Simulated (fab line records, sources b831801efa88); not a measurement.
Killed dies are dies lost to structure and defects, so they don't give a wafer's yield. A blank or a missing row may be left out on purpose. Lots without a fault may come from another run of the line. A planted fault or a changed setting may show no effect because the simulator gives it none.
A struck lot beside a sound one | flow sky130 | 21 steps out of a route of 708
Sound: wafers L650.2, L650.4, L650.6. Struck: wafers L652.1, L652.3, L652.6. The cause comes at the end.
At each step with rows: each side's tool, then ch and its chambers, then its first start. Under that, the readings that differ: sound wafers | struck wafers | difference of the means | sigmas: that difference in standard deviations of wafers without a fault.
alike: readings whose means differ by less than 2 such deviations, and words and numbers that are the same on both sides. not compared: withheld readings, readings that some wafer has no value for, bounds like >300 that may hide the same value, and numbers for which the record gives no deviation and whose values overlap.
The two part at a step that has a row with sigmas, a row that says differs or no value, or rows on one side only. Numbers that don't overlap but have no deviation are shown without sigmas and don't part them. A reading that every wafer of one side lacks parts them only if that side has two wafers or more.

SKY_SD_N_RS_MEAS_17: measures by four-point-probe.
  sound on film_metro-01, day 29 23:59; struck on film_metro-03, day 30 21:17
  reading          | sound             | struck            | difference | sigmas
  SD_P_RS (ohm/sq) | 146.0 146.7 146.2 | 147.2 147.5 147.4 | +1.1       | +3
SKY_SD_N_RS_MEAS_18: measures by four-point-probe.
  sound on film_metro-01, day 30 00:07; struck on film_metro-03, day 30 21:24
  alike: RES_XHIGH_RS
then, 2 steps without rows for these wafers: SKY_SALICIDE_CLEAN_00 (cleans in HF-last, time 30 s); SKY_LI_CONTACT_HDPCVD_00 (deposits PSG, target thk 930 nm, time 155 s).
SKY_LI_CONTACT_THK_MEAS_01:
  sound on film_metro-03, day 30 00:20; struck on film_metro-03, day 30 21:38
  alike: LI_CONTACT_HDPCVD_THK
SKY_LI_CONTACT_CMP_02: polishes PSG.
  sound on cmp-01 ch 0,1,2, day 30 00:26; struck on cmp-02 ch 0,2, day 30 21:42
  reading                | sound          | struck         | difference | sigmas
  motor_current_A (A)    | 13.4 13.9 12.5 | 9.5 9.9 10.8   | -3.2       | -2
  time_to_endpoint_s (s) | 33.1 34.7 36.8 | 39.4 44.5 39.1 | +6.1       | +2
  alike: edge_zone_pressure_frac
SKY_LI_CONTACT_BOW_MEAS_03:
  sound on film_metro-03, day 30 00:43; struck on film_metro-02, day 30 22:00
  alike: LI_CONTACT_BOW
then, 5 steps without rows for these wafers: SKY_LI_CONTACT_DEHYDRATE_04 (time 60 s); SKY_LI_CONTACT_HMDS_05 (prime time 60 s); SKY_LI_CONTACT_COAT_06 (resist thk 60 nm); SKY_LI_CONTACT_COAT_07 (resist thk 450 nm); SKY_LI_CONTACT_SOFTBAKE_08 (time 90 s).
SKY_LI_CONTACT_EXPOSE_09: exposes mask LICM1, target cd 170 nm.
  sound on krf_scanner-02 ch 0, day 30 14:28; struck on krf_scanner-02 ch 0, day 31 11:58
  reading | sound                   | struck                           | difference | sigmas
  mask    | LICM1#0 LICM1#0 LICM1#0 | LICM1_R1#0 LICM1_R1#0 LICM1_R1#0 | differs    |
then, 2 steps without rows for these wafers: SKY_LI_CONTACT_PEB_10; SKY_LI_CONTACT_DEVELOP_11 (develop time 60 s).
SKY_LI_CONTACT_CD_MEAS_12: target cd 170 nm.
  sound on cd_sem-02, day 31 03:23; struck on cd_sem-02, day 32 02:30
  reading    | sound             | struck            | difference | sigmas
  cd_nm (nm) | 168.7 170.0 170.6 | 134.5 134.6 136.6 | -34.5      | -27
  not compared: hold
SKY_LI_CONTACT_OVL_MEAS_13:
  sound on overlay-02, day 31 03:29; struck on overlay-01, day 32 05:28
  reading             | sound    | struck                                                                     | difference                   | sigmas
  hold                | - - -    | await_dispo/2.9h/release await_dispo/2.9h/release await_dispo/2.9h/release | no value on the sound wafers |
  LI_CONTACT_OVL (nm) | 13 11 13 | -5 -4 5                                                                    | -14                          | -2
SKY_LI_CONTACT_ETCH_14: etches BARC in N2/H2, stops on SiO2, time 45.9 s, target depth 60 nm.
  sound on rie_diel-04 ch 0,1,3, day 31 03:31; struck on rie_diel-04 ch 1,2, day 32 05:31
  reading                     | sound             | struck            | difference | sigmas
  model.LI_CONTACT.cd_nm (nm) | 169.5 170.5 172.2 | 134.7 134.2 137.2 | -35.4      |
  alike: drypump_motor_current_A, n2_flow_sccm, oes_product_au, throttle_valve_pct
  not compared: rf_hours_counter_h
SKY_LI_CONTACT_ETCH_15: etches PSG in C4F8/O2/Ar, stops on Si, target depth 600 nm.
  sound on rie_diel-04 ch 0,1,3, day 31 03:34; struck on rie_diel-04 ch 1,2, day 32 05:33
  reading                     | sound           | struck            | difference | sigmas
  model.LI_CONTACT.cd_nm (nm) | 169.7 170.3 173 | 134.6 133.1 137.1 | -36.1      |
  alike: oes_product_au
SKY_LI_CONTACT_STRIP_16: strips in O2/N2.
  sound on plasma_asher-04 ch 0,1, day 31 03:39; struck on plasma_asher-04 ch 0,1, day 32 05:38
  alike: drypump_motor_current_A, n2_flow_sccm, oes_product_au, strip_time_to_endpoint_s
  not compared: rf_hours_counter_h
-- the record jumps here: 16 days lie between the struck wafers' starts before and after (it left off in module LI_CONTACT and takes up again in module PAD_OPEN, whose first step shown is number 708 of the route) --
SKY_PAD_OPEN_PROBE_99:
  sound on prober-02, day 47 08:45; struck on prober-02, day 48 03:44
  reading            | sound    | struck                                                               | difference                   | sigmas
  hold               | - - -    | await_dispo/1.0h/scrap await_dispo/1.0h/scrap await_dispo/1.0h/scrap | no value on the sound wafers |
  killed_at_contacts | 18 22 23 | 342 339 335                                                          | +318                         | +64
  killed_dies        | 97 94 95 | 406 401 390                                                          | +304                         | +33
  killed_on_rim      | 25 18 23 | 93 93 94                                                             | +71                          | +17
  alike: killed_at_M0_to_M3, killed_at_M4_up, killed_at_front_end, killed_at_other, killed_open, killed_short

WHERE THEY PART
First at SKY_SD_N_RS_MEAS_17; last, within this record, at SKY_PAD_OPEN_PROBE_99.

WHY: what the simulator had put in
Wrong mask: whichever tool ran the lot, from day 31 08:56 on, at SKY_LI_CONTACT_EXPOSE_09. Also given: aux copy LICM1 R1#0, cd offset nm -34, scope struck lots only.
